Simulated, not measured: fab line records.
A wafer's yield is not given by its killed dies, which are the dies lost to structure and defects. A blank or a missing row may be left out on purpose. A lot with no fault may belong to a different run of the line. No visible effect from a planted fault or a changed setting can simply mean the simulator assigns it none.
fab line records    flow gf180mcu
[record] lots = 14  wafers = 42  last-day = 34
route steps=602 shown DUAL_GATE@144 HV_LDD@219
lots untouched by any fault: they come from a run of this same line in which no faults occurred
start-h: start of the lot's first displayed wafer, in hours after the record's first day    wait-h: hours since the lot's step before    " the same as in the row above    L1.1+2: several wafers, shown together as one row    - either no value or no given start    * or withheld: withheld    < > ~ a bound
route shown NAME@n: NAME is a module with steps in the file, n the number in the route of the first one    usual: the fault-free wafers' mean and standard deviation    same: alike in all rows    chamber/n: place in a boat    sites: each site's reading    _std_site: the standard deviation of these    _edge_site: the outer-site mean with the inner-site mean subtracted    radius-mm: for every site, how far away it sits from the centre of the wafer    mask NAME#n: copy n    behind: tool/chamber where the wafer was last shaped    hold: reason for holding the lot/hours on hold/outcome of the hold    device: names the non-switching transistor (n, p or np)    end of line: the tests these same wafers got at the end of their route    a step with no rows: only its recipe    killed: at the first sort, the dies lost to defects and structure; wafer yield is something else    map: shows each die of a wafer: x if killed, . if not, _ if none is there
set.NAME: the setting that was run; set.NAME@STEP: the one run at that earlier step    model.NAME: the simulator's own value behind a step, which no gauge read
steps of the route over a sample of lots; a table a step, a row a wafer
services: when a tool's chamber went out of use (start-h, in hours from the record's first day, below 0 if earlier), for how many hours, and the reason
[[steps]]
[step GF_DUAL_GATE_THK_MEAS_03]
[recipe] reads = SiO2_of_DUAL_GATE_OXIDATION_02
[usual] DUAL_GATE_OXIDATION_00_THK = 10.92/0.19
lot.wafer  tool           chamber  start-h  wait-h  DUAL_GATE_OXIDATION_00_THK[nm]
L316.2     film-metro-02  -        160.90   0.0     11.39
L316.3     "              -        "        "       11.30
L316.6     "              -        "        "       11.27
L317.1     film-metro-02  -        171.09   0.0     11.03
L317.3     "              -        "        "       11.05
L317.4     "              -        "        "       10.95
L319.1     film-metro-02  -        182.61   0.0     10.88
L319.2     "              -        "        "       10.92
L319.5     "              -        "        "       10.85
L320.1     film-metro-01  -        189.26   0.0     10.82
L320.2     "              -        "        "       11.12
L320.6     "              -        "        "       10.94
L321.1     film-metro-02  -        197.96   0.0     10.68
L321.5     "              -        "        "       10.55
L321.6     "              -        "        "       10.42
L322.1     film-metro-02  -        204.12   0.0     10.80
L322.4     "              -        "        "       11.12
L322.5     "              -        "        "       10.76
L324.1     film-metro-04  -        216.23   0.0     10.99
L324.3     "              -        "        "       10.76
L324.4     "              -        "        "       11.04
L325.2     film-metro-01  -        222.85   0.0     11.11
L325.4     "              -        "        "       11.09
L325.6     "              -        "        "       11.13
L326.4     film-metro-02  -        226.43   0.0     10.57
L326.5     "              -        "        "       10.77
L326.6     "              -        "        "       10.68
L327.3     film-metro-04  -        239.57   0.0     10.95
L327.4     "              -        "        "       10.90
L327.5     "              -        "        "       11.11
L328.3     film-metro-04  -        245.52   0.0     10.84
L328.4     "              -        "        "       10.87
L328.5     "              -        "        "       10.93
L329.2     film-metro-02  -        250.70   0.0     11.03
L329.4     "              -        "        "       11.13
L329.6     "              -        "        "       11.11
L337.1     film-metro-02  -        311.00   0.0     10.81
L337.4     "              -        "        "       10.88
L337.5     "              -        "        "       10.83
L338.2     film-metro-01  -        319.17   0.0     11.15
L338.4     "              -        "        "       10.95
L338.6     "              -        "        "       11.29
[step GF_DUAL_GATE_STRIP_13]
[recipe] chemistry = O2/N2  power-w = 1400  pressure-mtorr = 1500  platen-temp-c = 250  o2-flow-sccm = 3000  n2-flow-sccm = 300  overash-fraction = 0.5
[usual] drypump-motor-current-A = 5.9/0.53  heater-power-w = 327/36  oes-product-au = 0.715/0.0043  platen-temp-c = 250.02/0.19  strip-time-to-endpoint-s = 12.61/0.038
lot.wafer  tool             chamber  start-h  wait-h  drypump-motor-current-A  heater-power-w  oes-product-au  platen-temp-c  rf-hours-counter-h  strip-time-to-endpoint-s
L316.2     plasma-asher-04  0        176.52   0.0     5.9                      275             0.720           250.31         38                  12.68
L316.3     "                0        "        "       5.9                      269             0.723           250.18         -                   12.66
L316.6     "                0        "        "       5.9                      269             0.711           249.99         -                   12.68
L317.1     plasma-asher-03  1        187.13   0.0     6.7                      336             0.710           250.16         51                  12.58
L317.3     "                1        "        "       6.7                      340             0.714           249.79         -                   12.63
L317.4     "                0        "        "       6.1                      335             0.716           249.95         -                   12.61
L319.1     plasma-asher-03  0        199.57   0.0     6.1                      327             0.707           250.31         52                  12.59
L319.2     "                1        "        "       6.7                      337             0.712           249.81         52                  12.61
L319.5     "                0        "        "       6.1                      326             0.719           249.81         -                   12.60
L320.1     plasma-asher-04  1        205.52   0.0     5.1                      325             0.708           250.11         42                  12.64
L320.2     "                0        "        "       5.8                      274             0.719           250.05         42                  12.60
L320.6     "                1        "        "       5.1                      327             0.712           250.01         -                   12.64
L321.1     plasma-asher-04  1        214.91   0.0     5.1                      319             0.718           250.32         43                  12.66
L321.5     "                1        "        "       5.1                      326             0.720           250.39         -                   12.64
L321.6     "                0        "        "       5.9                      277             0.717           249.65         -                   12.66
L322.1     plasma-asher-04  0        221.66   0.0     5.9                      276             0.718           249.89         43                  12.56
L322.4     "                1        "        "       5.1                      323             0.718           249.72         -                   12.60
L322.5     "                0        "        "       5.9                      284             0.709           249.94         -                   12.54
L324.1     plasma-asher-04  0        233.27   0.0     5.9                      281             0.720           250.22         44                  12.59
L324.3     "                1        "        "       5.1                      317             0.714           249.99         -                   12.62
L324.4     "                0        "        "       5.9                      276             0.716           249.99         -                   12.62
L325.2     plasma-asher-03  1        241.06   0.0     6.7                      338             0.714           249.99         56                  12.58
L325.4     "                1        "        "       6.7                      330             0.721           249.95         -                   12.57
L325.6     "                1        "        "       6.7                      326             0.716           249.88         -                   12.54
L326.4     plasma-asher-01  1        243.99   0.0     5.6                      401             0.717           250.04         -                   12.61
L326.5     "                0        "        "       6.3                      338             0.710           250.16         -                   12.60
L326.6     "                1        "        "       5.6                      400             0.716           249.89         -                   12.64
L327.3     plasma-asher-03  1        258.90   0.0     6.6                      338             0.715           249.91         -                   12.56
L327.4     "                0        "        "       6.1                      320             0.708           250.19         -                   12.56
L327.5     "                1        "        "       6.7                      326             0.715           249.75         -                   12.57
L328.3     plasma-asher-01  0        264.20   0.0     6.3                      332             0.724           249.96         -                   12.59
L328.4     "                1        "        "       5.6                      390             0.715           250.16         -                   12.57
L328.5     "                1        "        "       5.6                      406             0.720           250.24         -                   12.57
L329.2     plasma-asher-03  1        269.47   0.0     6.7                      337             0.721           249.95         59                  12.62
L329.4     "                0        "        "       6.1                      323             0.709           249.82         -                   12.64
L329.6     "                1        "        "       6.7                      343             0.715           250.17         -                   12.61
L337.1     plasma-asher-01  1        331.36   0.0     5.6                      389             0.712           249.84         73                  12.61
L337.4     "                0        "        "       6.3                      331             0.714           250.05         -                   12.59
L337.5     "                1        "        "       5.6                      405             0.711           250.11         -                   12.59
L338.2     plasma-asher-04  1        340.26   0.0     5.1                      319             0.710           249.97         56                  12.63
L338.4     "                1        "        "       5.1                      307             0.713           250.19         -                   12.58
L338.6     "                1        "        "       5.1                      319             0.720           250.13         -                   12.58
[step GF_HV_LDD_EXPOSE_43]
[recipe] mask-id = Pplus_HV_AREA  target-cd-nm = 400  na = 0.6  source-shape = conventional  sigma-outer = 0.6  dose-mj = 140
[usual] exposure-dose-mJ-cm2 = 139.99/0.14  focus-offset-nm = 0.0/0.51
lot.wafer  tool              chamber  start-h  wait-h  mask             exposure-dose-mJ-cm2  focus-offset-nm
L316.2     iline-stepper-01  0        261.97   -       Pplus_HV_AREA#0  140.06                -0.6
L316.3     "                 0        "        "       Pplus_HV_AREA#0  140.03                -1.1
L316.6     "                 0        "        "       Pplus_HV_AREA#0  140.01                -0.6
L317.1     iline-stepper-02  0        274.08   -       Pplus_HV_AREA#0  140.08                1.1
L317.3     "                 0        "        "       Pplus_HV_AREA#0  140.08                -0.2
L317.4     "                 0        "        "       Pplus_HV_AREA#0  140.00                0.2
L319.1     iline-stepper-02  0        291.20   -       Pplus_HV_AREA#0  139.98                -0.1
L319.2     "                 0        "        "       Pplus_HV_AREA#0  140.10                0.9
L319.5     "                 0        "        "       Pplus_HV_AREA#0  139.77                0.0
L320.1     iline-stepper-01  0        297.85   -       Pplus_HV_AREA#0  139.82                -0.1
L320.2     "                 0        "        "       Pplus_HV_AREA#0  139.77                -0.4
L320.6     "                 0        "        "       Pplus_HV_AREA#0  139.81                -0.5
L321.1     iline-stepper-01  0        309.50   -       Pplus_HV_AREA#0  139.75                0.2
L321.5     "                 0        "        "       Pplus_HV_AREA#0  139.94                -0.1
L321.6     "                 0        "        "       Pplus_HV_AREA#0  139.95                -0.7
L322.1     iline-stepper-01  0        315.87   -       Pplus_HV_AREA#0  140.05                0.9
L322.4     "                 0        "        "       Pplus_HV_AREA#0  139.92                0.7
L322.5     "                 0        "        "       Pplus_HV_AREA#0  139.85                0.5
L324.1     iline-stepper-02  0        327.77   -       Pplus_HV_AREA#0  139.92                -0.2
L324.3     "                 0        "        "       Pplus_HV_AREA#0  140.10                -0.3
L324.4     "                 0        "        "       Pplus_HV_AREA#0  140.20                -0.1
L325.2     iline-stepper-02  0        338.29   -       Pplus_HV_AREA#0  140.03                0.0
L325.4     "                 0        "        "       Pplus_HV_AREA#0  140.11                -0.2
L325.6     "                 0        "        "       Pplus_HV_AREA#0  139.99                0.0
L326.4     iline-stepper-02  0        341.23   -       Pplus_HV_AREA#0  139.71                0.3
L326.5     "                 0        "        "       Pplus_HV_AREA#0  139.90                0.2
L326.6     "                 0        "        "       Pplus_HV_AREA#0  139.58                0.4
L327.3     iline-stepper-01  -        358.91   -       Pplus_HV_AREA#0  -                     -
L327.4     "                 -        "        "       Pplus_HV_AREA#0  -                     -
L327.5     "                 -        "        "       Pplus_HV_AREA#0  -                     -
L328.3     iline-stepper-02  -        365.39   -       Pplus_HV_AREA#0  -                     -
L328.4     "                 -        "        "       Pplus_HV_AREA#0  -                     -
L328.5     "                 -        "        "       Pplus_HV_AREA#0  -                     -
L329.2     iline-stepper-02  0        369.27   -       Pplus_HV_AREA#0  139.98                0.0
L329.4     "                 0        "        "       Pplus_HV_AREA#0  139.94                -0.4
L329.6     "                 0        "        "       Pplus_HV_AREA#0  139.95                0.3
L337.1     iline-stepper-02  0        440.65   -       Pplus_HV_AREA#0  139.76                0.5
L337.4     "                 0        "        "       Pplus_HV_AREA#0  139.81                0.4
L337.5     "                 0        "        "       Pplus_HV_AREA#0  140.09                -0.4
L338.2     iline-stepper-02  0        452.21   -       Pplus_HV_AREA#0  140.19                -0.1
L338.4     "                 0        "        "       Pplus_HV_AREA#0  140.06                0.2
L338.6     "                 0        "        "       Pplus_HV_AREA#0  140.05                0.1
[[services]]
tool              chamber  start-h  hours  kind
plasma-asher-03   -        178.55   2.1    repair
iline-stepper-02  -        243.12   2.1    pm
iline-stepper-02  -        245.20   -      consumable-replace:lamp
plasma-asher-01   -        249.89   1.5    repair
iline-stepper-02  -        254.28   1.7    pm
iline-stepper-01  -        274.50   2.3    repair
iline-stepper-02  0        276.85   -      calibration
iline-stepper-01  0        296.59   -      calibration
iline-stepper-02  -        300.98   3.9    repair
iline-stepper-01  -        312.17   1.7    pm
plasma-asher-01   -        364.93   80.9   repair
plasma-asher-03   -        390.25   1.5    repair
iline-stepper-01  -        408.41   4.4    repair
iline-stepper-01  -        409.26   1.4    repair
iline-stepper-01  -        410.13   1.2    repair
plasma-asher-04   -        416.42   1.3    repair
plasma-asher-03   -        421.25   9.0    pm
plasma-asher-03   0        421.25   9.0    vent-cycle
plasma-asher-03   1        421.25   9.0    vent-cycle
plasma-asher-03   0        430.25   -      clean
plasma-asher-03   1        430.25   -      clean
[[key]]
[first-sign] step = GF_HV_LDD_EXPOSE_43  reading = tool-record  direction = missing
effect none on later readings
met-at GF_HV_LDD_EXPOSE_43
struck-lots L327,L328
later-rows-left-out L327.3,L327.4,L327.5,L328.3,L328.4,L328.5
sort-left-out L327.3,L327.4,L327.5,L328.3,L328.4,L328.5
tester-left-out L327,L328
not-acting-at GF_DUAL_GATE_THK_MEAS_03,GF_DUAL_GATE_STRIP_13
onset-between 341.23 358.91
[fault] kind = skipped-step-whole  tool = iline-stepper-01,iline-stepper-02  chamber = -  onset-h = 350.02  steps = GF_HV_LDD_EXPOSE_43  scope = struck-lots-only
// tester-left-out: of these lots the tester's yield and bins aren't shown, on N5 and GAA mostly nor the transistor test; their killed dies are dies lost to structure and defects alone, not to doping, threshold or leakage, so they don't give the yield
// sort-left-out: the simulated sort isn't trusted on such a fault, so these wafers' sort isn't shown, and their yield isn't known
// later-rows-left-out: the simulator's readings of these wafers behind a module that went badly wrong aren't trusted and aren't shown, but for the sort
